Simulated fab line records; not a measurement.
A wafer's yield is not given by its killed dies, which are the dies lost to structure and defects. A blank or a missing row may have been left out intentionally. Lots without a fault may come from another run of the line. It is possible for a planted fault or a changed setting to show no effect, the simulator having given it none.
fab line records -- flow sfq-line
[record] lots = 15, wafers = 45, last-day = 95
route steps=325 shown L0V@25 I2@114 R5@212
lots that met no fault: from a run of the same line without faults
start-h: the number of hours between the record's first day and the start of the first shown wafer of the lot -- wait-h: time in hours since the lot's previous step -- " same as the row above -- L1.1+2: several wafers, shown together as one row -- - value missing, or start not given -- * or withheld: withheld -- < > ~ a bound
route shown NAME@n: names a module that has steps shown in the file, with the first one's number in the route -- usual: mean and standard deviation over wafers with no fault -- same: alike in all rows -- chamber/n: place in a boat -- sites: each site's reading -- _std_site: standard deviation of those values -- _edge_site: mean of outer sites minus mean of inner sites -- radius-mm: for every site, how far away it sits from the centre of the wafer -- mask NAME#n: copy n -- behind: tool/chamber where the wafer was last shaped -- hold: cause of the lot's hold/its duration in hours/its outcome -- device: transistor that didn't switch, given as n, p or np -- end of line: the route-end tests of the same wafers -- for a step that has no rows: nothing shown but its recipe -- killed: dies that structure and defects cost at the first sort, which is not the same as the wafer's yield -- map: a wafer's dies, marking killed ones x, the rest . and places with no die _
set.NAME: the run value of the setting; set.NAME@STEP: its run value at that earlier step -- model.NAME: the simulator's own value behind a step, which no gauge read
a sample of lots followed through the steps of the route, with each step as a table and each wafer as a row
services: the hour from which a tool's chamber was out of use, counted from the record's first day as start-h (under 0 if before that day), plus the number of hours and why
[[steps]]
[step SFQ_TRILAYER_L0_VIA_ETCH_VIA_ETCH_016]
[recipe] target = SiO2, stop-on = MoNx_KI, mask-material = PR, chemistry = CHF3, target-depth-nm = 80, source-w = 500, bias-w = 80, pressure-mtorr = 30, time-s = withheld
[usual] drypump-motor-current-A = 5.6/0.5, oes-product-au = 0.841/0.0079
lot.wafer,tool,chamber,start-h,wait-h,drypump-motor-current-A,oes-product-au
L589.2,rie-diel-02,2,138.75,0.0,5.1,0.843
L589.3,rie-diel-02,1,138.75,0.0,5.9,0.826
L589.4,rie-diel-02,3,138.75,0.0,6.0,0.850
L590.3,rie-diel-03,1,141.15,0.0,5.7,0.841
L590.4,rie-diel-03,2,141.15,0.0,5.5,0.852
L590.6,rie-diel-03,0,141.15,0.0,5.6,0.844
L594.1,rie-diel-04,3,148.35,0.0,4.9,0.829
L594.3,rie-diel-04,2,148.35,0.0,4.6,0.834
L594.4,rie-diel-04,0,148.35,0.0,6.5,0.852
L595.4,rie-diel-03,2,150.75,0.0,5.5,0.845
L595.5,rie-diel-03,0,150.75,0.0,5.7,0.844
L595.6,rie-diel-03,3,150.75,0.0,5.9,0.843
L596.2,rie-diel-02,0,151.95,0.0,5.6,0.837
L596.4,rie-diel-02,2,151.95,0.0,5.1,0.840
L596.6,rie-diel-02,1,151.95,0.0,5.9,0.851
L597.1,rie-diel-04,1,156.71,0.0,5.6,0.829
L597.4,rie-diel-04,2,156.71,0.0,4.7,0.852
L597.5,rie-diel-04,3,156.71,0.0,5.0,0.835
L599.3,rie-diel-02,1,160.31,0.0,5.9,0.839
L599.4,rie-diel-02,2,160.31,0.0,5.1,0.846
L599.5,rie-diel-02,2,160.31,0.0,5.1,0.840
L602.1,rie-diel-04,0,171.11,0.0,6.6,0.841
L602.3,rie-diel-04,3,171.11,0.0,5.0,0.840
L602.4,rie-diel-04,2,171.11,0.0,4.6,0.847
L603.1,rie-diel-03,2,172.31,0.0,5.5,0.843
L603.2,rie-diel-03,3,172.31,0.0,5.9,0.838
L603.6,rie-diel-03,3,172.31,0.0,5.9,0.836
L604.1,rie-diel-02,3,173.63,0.0,6.0,0.842
L604.2,rie-diel-02,0,173.63,0.0,5.6,0.837
L604.6,rie-diel-02,3,173.63,0.0,6.0,0.843
L605.1,rie-diel-03,3,185.06,0.0,5.9,0.850
L605.2,rie-diel-03,2,185.06,0.0,5.5,0.846
L605.6,rie-diel-03,0,185.06,0.0,5.7,0.851
L608.1,rie-diel-02,2,310.58,0.0,5.1,0.843
L608.2,rie-diel-02,3,310.58,0.0,6.0,0.849
L608.5,rie-diel-02,2,310.58,0.0,5.1,0.863
L609.2,rie-diel-03,1,329.24,0.0,5.7,0.840
L609.4,rie-diel-03,0,329.24,0.0,5.7,0.845
L609.6,rie-diel-03,3,329.24,0.0,5.9,0.855
L610.2,rie-diel-02,0,342.65,0.0,5.6,0.836
L610.3,rie-diel-02,1,342.65,0.0,5.9,0.836
L610.4,rie-diel-02,2,342.65,0.0,5.1,0.839
L612.1,rie-diel-04,3,357.80,0.0,4.9,0.837
L612.3,rie-diel-04,2,357.80,0.0,4.7,0.856
L612.6,rie-diel-04,3,357.80,0.0,4.9,0.843
[step SFQ_TRILAYER_I2_VIA_BARC_OPEN_VIA_ETCH_096]
[recipe] mask-material = PR, chemistry = O2, target-depth-nm = 125, target = BARC, source-w = 500, bias-w = 80, pressure-mtorr = 30, time-s = 41.7
[usual] drypump-motor-current-A = 5.6/0.47, oes-product-au = 0.685/0.0045
lot.wafer,tool,chamber,start-h,wait-h,drypump-motor-current-A,oes-product-au,rf-hours-counter-h
L589.2,rie-diel-01,2,883.43,0.0,6.0,0.683,29
L589.3,rie-diel-01,1,883.43,0.0,5.3,0.679,0
L589.4,rie-diel-01,0,883.43,0.0,5.4,0.685,1
L590.3,rie-diel-04,2,885.83,0.0,4.7,0.685,8
L590.4,rie-diel-04,1,885.83,0.0,5.6,0.681,3
L590.6,rie-diel-04,1,885.83,0.0,5.6,0.688,-
L594.1,rie-diel-02,1,895.43,0.0,5.9,0.683,8
L594.3,rie-diel-02,2,895.43,0.0,5.1,0.688,3
L594.4,rie-diel-02,3,895.43,0.0,6.0,0.673,-
L595.4,rie-diel-01,3,896.63,0.0,5.7,0.686,20
L595.5,rie-diel-01,0,896.63,0.0,5.4,0.686,-
L595.6,rie-diel-01,1,896.63,0.0,5.3,0.682,-
L596.2,rie-diel-04,1,899.03,0.0,5.6,0.685,4
L596.4,rie-diel-04,3,899.03,0.0,5.0,0.691,11
L596.6,rie-diel-04,3,899.03,0.0,4.9,0.679,-
L597.1,rie-diel-02,1,901.43,0.0,5.9,0.680,8
L597.4,rie-diel-02,2,901.43,0.0,5.1,0.678,-
L597.5,rie-diel-02,3,901.43,0.0,6.0,0.673,-
L599.3,rie-diel-02,2,906.62,0.0,5.1,0.684,3
L599.4,rie-diel-02,1,906.62,0.0,5.9,0.679,-
L599.5,rie-diel-02,3,906.62,0.0,6.0,0.691,-
L602.1,rie-diel-02,3,911.42,0.0,6.0,0.681,13
L602.3,rie-diel-02,2,911.42,0.0,5.1,0.683,3
L602.4,rie-diel-02,3,911.42,0.0,6.0,0.686,-
L603.1,rie-diel-01,1,916.22,0.0,5.3,0.681,1
L603.2,rie-diel-01,3,916.22,0.0,5.7,0.686,21
L603.6,rie-diel-01,0,916.22,0.0,5.4,0.687,-
L604.1,rie-diel-04,0,917.42,0.0,6.6,0.683,8
L604.2,rie-diel-04,1,917.42,0.0,5.6,0.688,4
L604.6,rie-diel-04,0,917.42,0.0,6.6,0.686,-
L605.1,rie-diel-02,0,918.62,0.0,5.6,0.683,1
L605.2,rie-diel-02,3,918.62,0.0,6.0,0.685,13
L605.6,rie-diel-02,1,918.62,0.0,5.9,0.679,-
L608.1,rie-diel-02,1,923.42,0.0,5.9,0.683,9
L608.2,rie-diel-02,0,923.42,0.0,5.6,0.691,1
L608.5,rie-diel-02,0,923.42,0.0,5.6,0.677,-
L609.2,rie-diel-01,1,927.62,0.0,5.3,0.690,1
L609.4,rie-diel-01,0,927.62,0.0,5.4,0.686,-
L609.6,rie-diel-01,1,927.62,0.0,5.3,0.688,-
L610.2,rie-diel-04,0,1047.02,0.0,6.5,0.686,11
L610.3,rie-diel-04,1,1047.02,0.0,5.6,0.683,7
L610.4,rie-diel-04,3,1047.02,0.0,5.0,0.681,15
L612.1,rie-diel-02,1,1055.42,0.0,5.9,0.689,12
L612.3,rie-diel-02,2,1055.42,0.0,5.1,0.681,6
L612.6,rie-diel-02,1,1055.42,0.0,5.9,0.690,-
[step SFQ_TRILAYER_R5_DEP_SPUTTER_132]
[recipe] material = Ti, base-pressure-pa = 1.33e-06, target-thk-nm = 5, power-w = 2000, time-s = 5, chamber-pressure-pa = 0.4
[usual] throttle-valve-pct = 30.2/1.3
lot.wafer,tool,chamber,start-h,wait-h,throttle-valve-pct
L589.2,pvd-sputter-04,-,1442.88,0.8,31.1
L589.3,pvd-sputter-04,-,1442.88,0.8,31.2
L589.4,pvd-sputter-04,-,1442.88,0.8,30.8
L590.3,pvd-sputter-05,-,1446.15,0.6,30.6
L590.4,pvd-sputter-05,-,1446.15,0.6,30.0
L590.6,pvd-sputter-05,-,1446.15,0.6,30.0
L594.1,pvd-sputter-04,-,1459.38,1.0,31.0
L594.3,pvd-sputter-04,-,1459.38,1.0,30.8
L594.4,pvd-sputter-04,-,1459.38,1.0,31.3
L595.4,pvd-sputter-05,-,1462.38,0.4,30.0
L595.5,pvd-sputter-05,-,1462.38,0.4,31.4
L595.6,pvd-sputter-05,-,1462.38,0.4,27.0
L596.2,pvd-sputter-03,-,1466.88,0.8,30.3
L596.4,pvd-sputter-03,-,1466.88,0.8,29.6
L596.6,pvd-sputter-03,-,1466.88,0.8,28.5
L597.1,pvd-sputter-05,-,1478.66,1.0,30.4
L597.4,pvd-sputter-05,-,1478.66,1.0,31.1
L597.5,pvd-sputter-05,-,1478.66,1.0,30.3
L599.3,pvd-sputter-05,-,1499.06,0.6,27.1
L599.4,pvd-sputter-05,-,1499.06,0.6,31.4
L599.5,pvd-sputter-05,-,1499.06,0.6,29.9
L602.1,pvd-sputter-05,-,1623.67,1.0,26.9
L602.3,pvd-sputter-05,-,1623.67,1.0,29.9
L602.4,pvd-sputter-05,-,1623.67,1.0,31.0
L603.1,pvd-sputter-03,-,1625.90,1.0,31.2
L603.2,pvd-sputter-03,-,1625.90,1.0,29.4
L603.6,pvd-sputter-03,-,1625.90,1.0,30.4
L604.1,pvd-sputter-03,-,1632.02,1.0,31.3
L604.2,pvd-sputter-03,-,1632.02,1.0,28.4
L604.6,pvd-sputter-03,-,1632.02,1.0,28.6
L605.1,pvd-sputter-04,-,1633.22,1.0,31.7
L605.2,pvd-sputter-04,-,1633.22,1.0,31.4
L605.6,pvd-sputter-04,-,1633.22,1.0,31.2
L608.1,pvd-sputter-04,-,1740.03,1.0,31.5
L608.2,pvd-sputter-04,-,1740.03,1.0,30.8
L608.5,pvd-sputter-04,-,1740.03,1.0,31.2
L609.2,pvd-sputter-03,-,1742.43,0.8,29.6
L609.4,pvd-sputter-03,-,1742.43,0.8,31.3
L609.6,pvd-sputter-03,-,1742.43,0.8,29.1
L610.2,pvd-sputter-03,-,1755.46,0.8,29.2
L610.3,pvd-sputter-03,-,1755.46,0.8,28.8
L610.4,pvd-sputter-03,-,1755.46,0.8,30.2
L612.1,pvd-sputter-05,-,1762.10,1.0,30.2
L612.3,pvd-sputter-05,-,1762.10,1.0,29.8
L612.6,pvd-sputter-05,-,1762.10,1.0,31.1
[step SFQ_TRILAYER_R5_LITHO_DEVELOP_138]
[recipe] time-s = 60, resist = KrF
[usual] chill-plate-temp-C = 22.98/0.11, exhaust-pa = 45.1/0.86
lot.wafer,tool,chamber,start-h,wait-h,chill-plate-temp-C,exhaust-pa
L589.2,litho-track-01,0,1445.28,0.1,23.10,44.9
L589.3,litho-track-01,0,1445.28,0.1,22.82,44.7
L589.4,litho-track-01,0,1445.28,0.1,22.95,45.5
L590.3,litho-track-04,0,1449.71,0.1,22.83,45.3
L590.4,litho-track-04,0,1449.71,0.1,23.01,44.5
L590.6,litho-track-04,0,1449.71,0.1,22.87,44.8
L594.1,litho-track-01,0,1589.18,0.1,22.86,44.7
L594.3,litho-track-01,0,1589.18,0.1,23.07,44.8
L594.4,litho-track-01,0,1589.18,0.1,23.06,44.8
L595.4,litho-track-04,0,1594.06,0.1,22.91,46.7
L595.5,litho-track-04,0,1594.06,0.1,22.99,44.8
L595.6,litho-track-04,0,1594.06,0.1,22.79,45.3
L596.2,litho-track-02,0,1600.01,0.1,23.19,46.0
L596.4,litho-track-02,0,1600.01,0.1,23.09,44.5
L596.6,litho-track-02,0,1600.01,0.1,23.01,46.0
L597.1,litho-track-04,0,1610.79,0.1,22.94,45.0
L597.4,litho-track-04,0,1610.79,0.1,22.78,45.5
L597.5,litho-track-04,0,1610.79,0.1,23.10,44.3
L599.3,litho-track-04,0,1631.36,0.1,22.76,44.1
L599.4,litho-track-04,0,1631.36,0.1,22.85,46.5
L599.5,litho-track-04,0,1631.36,0.1,22.81,44.6
L602.1,litho-track-01,-,1739.15,0.1,-,-
L602.3,litho-track-01,-,1739.15,0.1,-,-
L602.4,litho-track-01,-,1739.15,0.1,-,-
L603.1,litho-track-01,-,1741.55,0.1,-,-
L603.2,litho-track-01,-,1741.55,0.1,-,-
L603.6,litho-track-01,-,1741.55,0.1,-,-
L604.1,litho-track-02,-,1746.35,0.1,-,-
L604.2,litho-track-02,-,1746.35,0.1,-,-
L604.6,litho-track-02,-,1746.35,0.1,-,-
L605.1,litho-track-02,0,1748.75,0.1,22.89,46.6
L605.2,litho-track-02,0,1748.75,0.1,23.05,46.7
L605.6,litho-track-02,0,1748.75,0.1,23.01,46.1
L608.1,litho-track-04,0,1753.69,0.1,22.98,44.1
L608.2,litho-track-04,0,1753.69,0.1,23.07,44.8
L608.5,litho-track-04,0,1753.69,0.1,22.97,44.5
L609.2,litho-track-01,0,1756.11,0.1,23.16,45.3
L609.4,litho-track-01,0,1756.11,0.1,23.09,45.9
L609.6,litho-track-01,0,1756.11,0.1,23.02,45.2
L610.2,litho-track-02,0,1772.91,0.1,22.98,44.2
L610.3,litho-track-02,0,1772.91,0.1,23.01,44.5
L610.4,litho-track-02,0,1772.91,0.1,22.92,44.0
L612.1,litho-track-04,0,1780.09,0.1,22.92,45.7
L612.3,litho-track-04,0,1780.09,0.1,22.92,44.8
L612.6,litho-track-04,0,1780.09,0.1,22.97,46.4
[[services]]
tool,chamber,start-h,hours,kind
rie-diel-04,-,156.09,0.3,repair
rie-diel-04,0,212.05,8.9,repair
rie-diel-02,0,218.88,1.6,repair
rie-diel-02,-,242.64,4.3,pm
rie-diel-02,2,434.89,10.5,repair
rie-diel-02,-,480.76,0.2,repair
rie-diel-02,0,516.49,9.7,repair
rie-diel-02,-,540.13,2.8,pm
rie-diel-02,2,642.80,6.6,repair
rie-diel-02,-,668.15,1.1,repair
rie-diel-02,-,700.95,0.3,repair
rie-diel-02,1,726.74,4.8,repair
rie-diel-02,0,891.61,22.4,repair
rie-diel-02,2,926.22,39.9,repair
rie-diel-02,1,991.65,2.4,repair
rie-diel-02,3,992.14,2.2,repair
rie-diel-02,3,1107.47,16.6,repair
rie-diel-02,1,1165.34,8.6,repair
rie-diel-02,-,1358.51,14.6,pm
rie-diel-02,2,1502.62,7.6,repair
rie-diel-02,1,1558.83,4.6,repair
rie-diel-02,3,1587.43,1.9,repair
rie-diel-02,-,1589.72,1.8,repair
rie-diel-02,-,1640.13,2.8,pm
[[key]]
[first-sign] step = SFQ_TRILAYER_R5_LITHO_DEVELOP_138, reading = tool-record, direction = missing
effect none on later readings
met-at SFQ_TRILAYER_R5_LITHO_DEVELOP_138
struck-lots L602,L603,L604
not-acting-at SFQ_TRILAYER_L0_VIA_ETCH_VIA_ETCH_016,SFQ_TRILAYER_I2_VIA_BARC_OPEN_VIA_ETCH_096,SFQ_TRILAYER_R5_DEP_SPUTTER_132
onset-between 1600.01 1739.15
[fault] kind = skipped-step-whole, tool = litho-track-01,litho-track-02, chamber = -, onset-h = 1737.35, steps = SFQ_TRILAYER_R5_LITHO_DEVELOP_138, scope = struck-lots-only
